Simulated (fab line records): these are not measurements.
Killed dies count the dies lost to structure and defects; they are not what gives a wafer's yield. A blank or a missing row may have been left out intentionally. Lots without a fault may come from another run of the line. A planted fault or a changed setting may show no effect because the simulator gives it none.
What tool caused it? || flow sky130 || at 1 step of a route of 708, 6 lots with 18 wafers sampled

WHAT EACH GAUGE READ, for each wafer
SKY_FIELD_ISO_CD_MEAS_13: the cd target is 150 nm.
{"lot": "L314", "measured": "day 2 17:32", "on": "cd-sem-02", "cd-nm (nm)": "151.8 150.3 152.1"}
{"lot": "L317", "measured": "day 3 06:57", "on": "cd-sem-02", "cd-nm (nm)": "148.2 149.6 149.8"}
{"lot": "L323", "measured": "day 4 18:50", "on": "cd-sem-01", "cd-nm (nm)": "148.2 147.8 147.5"}
{"lot": "L328", "measured": "day 5 14:52", "on": "cd-sem-01", "cd-nm (nm)": "152.0 150.3 150.4"}
{"lot": "L330", "measured": "day 6 01:49", "on": "cd-sem-01", "cd-nm (nm)": "150.6 150.0 149.1"}
{"lot": "L333", "measured": "day 6 18:22", "on": "cd-sem-02", "cd-nm (nm)": "150.9 151.5 152.7"}

TOOL THAT RAN EACH LOT (tool first, then ch and the chambers of the sampled wafers, then the start)
Record: no process step prior to these readings.

THE ANSWER, worked out from the rows above alone
Rule: the usual values come from the lots themselves. Put in order of their means at a reading, lots are off if they are a third of the lots or fewer, leave a main group of 4 or more, and stand apart from it by a gap of 3 or more times the standard deviation of the main group's means; of several such gaps the widest counts. Not used: any main group whose means are identical at the precision the tables above print for the reading. Also off: a lot with no number at a reading for which 4 or more lots have one. Any other lot the step has rows for is counted as sound.
None of the lots is off at any reading shown; this tells nothing.

WHAT WAS PUT IN BY THE SIMULATOR
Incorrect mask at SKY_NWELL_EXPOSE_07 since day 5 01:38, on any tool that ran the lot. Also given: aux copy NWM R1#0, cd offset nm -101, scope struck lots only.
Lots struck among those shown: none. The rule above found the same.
